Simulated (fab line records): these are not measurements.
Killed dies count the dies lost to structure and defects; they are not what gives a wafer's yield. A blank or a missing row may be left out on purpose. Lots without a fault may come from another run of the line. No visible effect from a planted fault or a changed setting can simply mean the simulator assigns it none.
fab line records | flow sky130 | part 2 of 2: steps 32 to 40 of 40
[record] lots = 5 wafers = 15 lastDay = 50
route steps=708 shown LI_CONTACT@364 LOCAL_INTERCONNECT@387
lots that met no fault: from a run of the same line without faults
startH: hours from the record's opening day to when the first of the lot's shown wafers began | waitH: how many hours have passed since the lot's step before this one | " repeats the value in the row above | L1.1+2: one row covering several wafers at once | - no value, or no start was given | * or withheld: withheld | < > ~ a bound
route shown NAME@n: names a module that has steps shown in the file, with the first one's number in the route | usual: mean/standard deviation taken from wafers without a fault | same: alike in all rows | chamber/n: place in a boat | sites: readings site by site | _std_site: standard deviation across them | _edge_site: outer sites' mean less inner sites' | radiusMm: how far each site lies from the wafer's centre | mask NAME#n: copy n | behind: the most recent tool/chamber to have shaped the wafer | hold: why the lot went on hold/how many hours it stayed there/how the hold came to an end | device: the transistor (n, p or np) that didn't switch | end of line: the same wafers' tests at the end of the route | for a step that has no rows: nothing shown but its recipe | killed: count of dies lost to structure and defects at first sort (not the wafer's yield) | map: dies across one wafer; x = killed, . = not, _ = none there
set.NAME: the setting that was run; set.NAME@STEP: the one run at that earlier step | model.NAME: the simulator's own value behind a step, which no gauge read
certain route steps with their lots: each step a table, each wafer a row
services: the hour from which a tool's chamber was out of use, counted from the record's first day as startH (under 0 if before that day), plus the number of hours and why
[[steps]]
[step SKY_LOCAL_INTERCONNECT_EXPOSE_08]
[recipe] maskId = LI1M na = 0.8 sourceShape = annular sigmaInner = 0.55 sigmaOuter = 0.85 targetCdNm = 170 doseMj = 28
// columns lot.wafer tool chamber startH waitH mask
L075.1+4+5 krfScanner-01 0 - - LI1M#0
L077.1+5+6 krfScanner-02 0 - - LI1M#0
L088.2+5+6 krfScanner-02 0 - - LI1M#0
L089.1+4+5 krfScanner-02 0 - - LI1M#0
L096.2+4+6 krfScanner-01 0 - - LI1M#0
[step SKY_LOCAL_INTERCONNECT_PEB_09]
[recipe] pebTempC = withheld pebTimeS = withheld resist = KrF-thick
// columns lot.wafer tool chamber startH waitH
L075.1+4+5 lithoTrack-04 0 - -
L077.1+5+6 lithoTrack-03 0 - -
L088.2+5+6 lithoTrack-03 0 - -
L089.1+4+5 lithoTrack-03 0 - -
L096.2+4+6 lithoTrack-03 0 - -
[step SKY_LOCAL_INTERCONNECT_DEVELOP_10]
[recipe] developTimeS = 60 resist = KrF-thick devTempC = 21
// columns lot.wafer tool chamber startH waitH
L075.1+4+5 lithoTrack-04 0 - -
L077.1+5+6 lithoTrack-03 0 - -
L088.2+5+6 lithoTrack-03 0 - -
L089.1+4+5 lithoTrack-03 0 - -
L096.2+4+6 lithoTrack-03 0 - -
[step SKY_LOCAL_INTERCONNECT_CD_MEAS_11]
[recipe] targetCdNm = 170
[usual] cdNm = 169.7/1.6
// columns lot.wafer tool chamber startH waitH cdNm
L075.1 cdSem-02 - 728.12 - 169.9
L075.4 " - " " 169.7
L075.5 " - " " 168.7
L077.1 cdSem-01 - 736.96 - 167.0
L077.5 " - " " 167.7
L077.6 " - " " 168.3
L088.2 cdSem-02 - 819.13 - 167.3
L088.5 " - " " 169.8
L088.6 " - " " 168.9
L089.1 cdSem-01 - 823.23 - 172.7
L089.4 " - " " 172.3
L089.5 " - " " 172.5
L096.2 cdSem-02 - 875.33 - 167.6
L096.4 " - " " 168.0
L096.6 " - " " 167.4
[step SKY_LOCAL_INTERCONNECT_OVL_MEAS_12]
[usual] LOCAL_INTERCONNECT_OVL = 0/6.6
// columns lot.wafer tool chamber startH waitH LOCAL_INTERCONNECT_OVL[nm]
L075.1 overlay-01 - 728.24 0.1 -3
L075.4 " - " " -1
L075.5 " - " " -2
L077.1 overlay-02 - 737.08 0.1 0
L077.5 " - " " -3
L077.6 " - " " 0
L088.2 overlay-01 - 819.24 0.1 -7
L088.5 " - " " 3
L088.6 " - " " -3
L089.1 overlay-01 - 823.35 0.1 4
L089.4 " - " " -3
L089.5 " - " " 6
L096.2 overlay-01 - 875.44 0.1 2
L096.4 " - " " -10
L096.6 " - " " 5
[step SKY_LOCAL_INTERCONNECT_ETCH_13]
[recipe] chemistry = N2/H2 target = BARC ionEnergyEv = 200 biasW = 100 pressureMtorr = 30 n2FlowSccm = 100 h2FlowSccm = 200 icpW = 500 stopOn = SiO2 timeS = 45.9 targetDepthA = 600
[usual] drypumpMotorCurrentA = 5.7/0.35 oesProductAu = 0.855/0.0048 rfFwdPowerW = 495.4/1.9 throttleValvePct = 13.225/0.009
// columns lot.wafer tool chamber startH waitH drypumpMotorCurrentA oesProductAu rfFwdPowerW rfHoursCounterH throttleValvePct
L075.1 rieMetal-01 1 728.28 0.0 5.2 0.856 496.3 4 13.234
L075.4 " 1 " " 5.2 0.862 499.7 - 13.221
L075.5 " 0 " " 5.7 0.848 491.1 - 13.238
L077.1 rieMetal-01 1 737.12 0.0 5.2 0.861 497.2 5 13.225
L077.5 " 0 " " 5.7 0.865 493.8 - 13.252
L077.6 " 1 " " 5.2 0.853 498.0 - 13.217
L088.2 rieMetal-02 0 819.27 0.0 5.8 0.853 491.5 7 13.223
L088.5 " 0 " " 5.8 0.857 493.5 - 13.221
L088.6 " 1 " " 5.8 0.851 494.7 - 13.224
L089.1 rieMetal-02 0 823.38 0.0 5.8 0.853 489.9 7 13.220
L089.4 " 0 " " 5.8 0.855 490.8 - 13.216
L089.5 " 0 " " 5.8 0.854 492.9 - 13.218
L096.2 rieMetal-01 1 875.47 0.0 5.2 0.856 495.4 10 13.221
L096.4 " 1 " " 5.2 0.849 496.2 - 13.230
L096.6 " 0 " " 5.7 0.859 495.4 - 13.226
[step SKY_LOCAL_INTERCONNECT_METAL_ETCH_14]
[recipe] targetDepthNm = 110 stopOn = PSG chemistry = Cl2/BCl3 target = TiN resistSidewallDeg = 88 pressureMtorr = 10 icpW = 900 biasW = 48.5 Cl2_flow_sccm = 60 bcl3FlowSccm = 30 timeS = 31.4
[usual] drypumpMotorCurrentA = 5.7/0.35 oesProductAu = 0.940/0.0084 rfFwdPowerW = 890/3.8 throttleValvePct = 21.901/0.011
// columns lot.wafer tool chamber startH waitH drypumpMotorCurrentA oesProductAu rfFwdPowerW rfHoursCounterH throttleValvePct
L075.1 rieMetal-01 1 728.34 0.0 5.2 0.943 894 4 21.902
L075.4 " 1 " " 5.2 0.942 891 - 21.889
L075.5 " 0 " " 5.6 0.942 886 - 21.890
L077.1 rieMetal-01 1 737.18 0.0 5.2 0.951 892 5 21.891
L077.5 " 0 " " 5.7 0.936 890 - 21.897
L077.6 " 1 " " 5.2 0.943 893 - 21.893
L088.2 rieMetal-02 0 819.33 0.0 5.8 0.938 887 7 21.897
L088.5 " 0 " " 5.7 0.940 890 - 21.901
L088.6 " 1 " " 5.7 0.946 893 - 21.887
L089.1 rieMetal-02 0 823.44 0.0 5.7 0.950 886 7 21.899
L089.4 " 0 " " 5.8 0.950 889 - 21.893
L089.5 " 0 " " 5.8 0.942 887 - 21.892
L096.2 rieMetal-01 1 875.53 0.0 5.2 0.940 895 10 21.922
L096.4 " 1 " " 5.2 0.951 894 - 21.869
L096.6 " 0 " " 5.6 0.934 892 - 21.889
[step SKY_LOCAL_INTERCONNECT_STRIP_15]
[recipe] chemistry = O2/N2 powerW = 1400 pressureMtorr = 1500 platenTempC = withheld o2FlowSccm = 3000 n2FlowSccm = 300 overashFraction = 0.5
[usual] drypumpMotorCurrentA = 6.1/0.32 oesProductAu = 0.426/0.0045 stripTimeToEndpointS = 4.721/0.019
// columns lot.wafer tool chamber startH waitH drypumpMotorCurrentA oesProductAu rfHoursCounterH stripTimeToEndpointS
L075.1 plasmaAsher-02 1 728.39 0.0 6.1 0.429 30 4.741
L075.4 " 0 " " 5.7 0.428 - 4.737
L075.5 " 1 " " 6.1 0.433 - 4.728
L077.1 plasmaAsher-02 0 737.23 0.0 5.7 0.421 31 4.738
L077.5 " 0 " " 5.7 0.433 - 4.703
L077.6 " 1 " " 6.1 0.424 - 4.721
L088.2 plasmaAsher-03 0 819.38 0.0 6.3 0.427 101 4.730
L088.5 " 0 " " 6.3 0.419 - 4.716
L088.6 " 1 " " 6.5 0.425 - 4.730
L089.1 plasmaAsher-02 0 823.50 0.0 5.7 0.422 40 4.725
L089.4 " 0 " " 5.7 0.425 - 4.757
L089.5 " 0 " " 5.7 0.431 - 4.729
L096.2 plasmaAsher-02 0 875.58 0.0 5.7 0.425 46 4.719
L096.4 " 1 " " 6.1 0.428 - 4.679
L096.6 " 0 " " 5.7 0.430 - 4.690
[step SKY_LOCAL_INTERCONNECT_STRIP_16]
[recipe] chemistry = postEtchResidueRemover timeS = 1200 tempC = 72.5
// columns lot.wafer tool chamber startH waitH
L075.1+4+5 wetBench-04 0 728.49 0.1
L077.1+5+6 wetBench-04 2 737.33 0.1
L088.2+5+6 wetBench-02 1 819.48 0.1
L089.1+4+5 wetBench-02 0 823.60 0.1
L096.2+4+6 wetBench-04 0 875.68 0.1
[[services]]
// columns tool chamber startH hours kind
krfScanner-01 - 667.32 1.0 pm
krfScanner-01 - 669.09 7.0 repair
krfScanner-02 - 679.52 1.0 pm
cmp-02 - 680.15 2.4 repair
krfScanner-02 - 681.22 1.3 pm
krfScanner-02 - 686.99 2.7 repair
cmp-02 - 692.43 1.9 repair
cmp-02 - 733.73 2.4 repair
cmp-02 - 744.00 4.0 pm
cmp-02 - 748.00 4.7 pm
pvdSputter-04 - 762.72 0.9 repair
cmp-02 - 764.18 1.1 repair
krfScanner-01 - 764.25 4.4 pm
krfScanner-02 - 777.37 0.8 pm
krfScanner-02 - 778.99 1.4 repair
krfScanner-01 - 785.13 0.8 pm
krfScanner-01 - 790.53 0.7 repair
krfScanner-01 - 792.20 3.6 pm
krfScanner-01 - 796.67 5.9 repair
cmp-01 - 804.57 1.5 repair
rieMetal-01 - 827.99 2.8 pm
pvdSputter-03 - 835.46 3.0 repair
rieMetal-01 - 844.73 1.6 repair
pvdSputter-03 - 855.34 1.8 repair
